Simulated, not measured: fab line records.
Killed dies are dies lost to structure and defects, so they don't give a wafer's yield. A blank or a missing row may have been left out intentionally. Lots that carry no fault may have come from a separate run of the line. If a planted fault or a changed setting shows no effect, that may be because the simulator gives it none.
Chamber matching || flow sky130 || SKY_VIA3_ETCH_15 on rie-diel-02: 4 sister chambers
The step etches SiO2 in C4F8/O2/Ar, stops on TiN, target depth 507 nm, time 78 s. 8 wafers are shown with their chamber, then 12 later ones without.

== WAFERS PAIRED WITH THEIR CHAMBERS ==
{"wafer": "L079.3", "chamber": 0, "oes-product-au (a.u.)": 0.938}
{"wafer": "L081.3", "chamber": 0, "oes-product-au (a.u.)": 0.942}
{"wafer": "L087.4", "chamber": 1, "oes-product-au (a.u.)": 0.941}
{"wafer": "L088.3", "chamber": 2, "oes-product-au (a.u.)": 0.950}
{"wafer": "L088.5", "chamber": 3, "oes-product-au (a.u.)": 0.950}
{"wafer": "L089.2", "chamber": 1, "oes-product-au (a.u.)": 0.947}
{"wafer": "L089.4", "chamber": 2, "oes-product-au (a.u.)": 0.938}
{"wafer": "L089.5", "chamber": 3, "oes-product-au (a.u.)": 0.944}

== WAFERS WHOSE CHAMBER IS MISSING ==
{"wafer": "L093.1", "oes-product-au (a.u.)": 0.957}
{"wafer": "L093.3", "oes-product-au (a.u.)": 0.945}
{"wafer": "L093.6", "oes-product-au (a.u.)": 0.944}
{"wafer": "L094.1", "oes-product-au (a.u.)": 0.953}
{"wafer": "L094.5", "oes-product-au (a.u.)": 0.940}
{"wafer": "L094.6", "oes-product-au (a.u.)": 0.946}
{"wafer": "L095.3", "oes-product-au (a.u.)": 0.949}
{"wafer": "L095.4", "oes-product-au (a.u.)": 0.952}
{"wafer": "L095.6", "oes-product-au (a.u.)": 0.940}
{"wafer": "L097.2", "oes-product-au (a.u.)": 0.942}
{"wafer": "L097.3", "oes-product-au (a.u.)": 0.940}
{"wafer": "L097.5", "oes-product-au (a.u.)": 0.945}

== WHICH CHAMBER EACH WENT THROUGH ==
{"wafer": "L093.1", "from the rows above": "can't be placed: 3 or 1 or 2 or 0", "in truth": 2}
{"wafer": "L093.3", "from the rows above": "can't be placed: 1 or 2 or 3 or 0", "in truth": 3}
{"wafer": "L093.6", "from the rows above": "can't be placed: 1 or 2 or 3 or 0", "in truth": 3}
{"wafer": "L094.1", "from the rows above": "can't be placed: 3 or 1 or 2 or 0", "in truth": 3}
{"wafer": "L094.5", "from the rows above": "can't be placed: 0 or 1 or 2 or 3", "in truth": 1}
{"wafer": "L094.6", "from the rows above": "can't be placed: 3 or 1 or 2 or 0", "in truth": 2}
{"wafer": "L095.3", "from the rows above": "can't be placed: 3 or 1 or 2 or 0", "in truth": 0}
{"wafer": "L095.4", "from the rows above": "can't be placed: 3 or 1 or 2 or 0", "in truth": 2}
{"wafer": "L095.6", "from the rows above": "can't be placed: 0 or 1 or 2 or 3", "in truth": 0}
{"wafer": "L097.2", "from the rows above": "can't be placed: 0 or 1 or 2 or 3", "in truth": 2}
{"wafer": "L097.3", "from the rows above": "can't be placed: 0 or 1 or 2 or 3", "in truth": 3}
{"wafer": "L097.5", "from the rows above": "can't be placed: 1 or 2 or 3 or 0", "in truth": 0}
Placed correctly: 0 of 12. These rows do not allow placing 12 (true chamber among the candidates in 12). Number placed wrongly: 0.
How it was worked out, from the rows above alone: a wafer's distance from a chamber is the root of the sum, over the readings, of the square of ((its reading less the chamber's mean) divided by the reading's scatter). If the next closest chamber is less than 2 further off than the closest, the wafer can't be placed; otherwise it belongs to the closest. For every chamber, the mean is computed from those of its wafers that are shown. The scatter: take each reading less its chamber's mean, square it, sum over the shown wafers, divide by the number of wafers less the number of chambers, and take the root.
